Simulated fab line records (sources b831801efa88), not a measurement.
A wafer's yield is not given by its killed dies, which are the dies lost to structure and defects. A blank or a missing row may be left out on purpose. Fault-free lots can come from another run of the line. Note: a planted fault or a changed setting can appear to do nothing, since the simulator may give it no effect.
Matching of chambers -- flow sky130 -- SKY_VIA2_ETCH_15 on rie diel-04: 4 sister chambers
The step etches SiO2 in C4F8/O2/Ar, stops on TiN, target depth 546 nm, time 84 s. 14 wafers are shown with their chamber, then 7 later ones without.

## WAFERS WITH THEIR CHAMBER
wafer,chamber,oes product au (a.u.)
L083.2,1,0.936
L083.5,2,0.935
L083.6,1,0.930
L087.1,1,0.930
L087.5,3,0.945
L087.6,2,0.936
L090.3,0,0.934
L090.4,2,0.934
L090.6,1,0.947
L092.3,3,0.940
L092.5,3,0.937
L092.6,2,0.943
L093.1,3,0.937
L093.2,1,0.948

SIGNATURES, as means of the wafers listed above
reading,chamber 0,chamber 1,chamber 2,chamber 3,scatter within a chamber
oes product au,0.93400,0.93820,0.93700,0.93975,0.00637
Rule: a wafer's distance from a chamber is the root of the sum, over the readings, of the square of ((its reading less the chamber's mean) divided by the reading's scatter). If the next closest chamber is less than 2 further off than the closest, the wafer can't be placed; otherwise it belongs to the closest. The scatter: take each reading less its chamber's mean, square it, sum over the shown wafers, divide by the number of wafers less the number of chambers, and take the root.

## WAFERS WHOSE CHAMBER IS MISSING
wafer,oes product au (a.u.)
L093.6,0.941
L095.3,0.937
L095.5,0.939
L095.6,0.937
L096.1,0.944
L096.3,0.942
L096.4,0.937

## WHICH CHAMBER EACH ONE RAN IN
wafer,from the rows above,in truth
L093.6,can't be placed: 3 or 1 or 2 or 0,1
L095.3,can't be placed: 2 or 1 or 3 or 0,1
L095.5,can't be placed: 3 or 1 or 2 or 0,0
L095.6,can't be placed: 2 or 1 or 3 or 0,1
L096.1,can't be placed: 3 or 1 or 2 or 0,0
L096.3,can't be placed: 3 or 1 or 2 or 0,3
L096.4,can't be placed: 2 or 1 or 3 or 0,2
0 of 7 placed correctly. Unplaceable from these rows: 7, with the true chamber sitting among the candidates in 7. 0 placed wrongly.
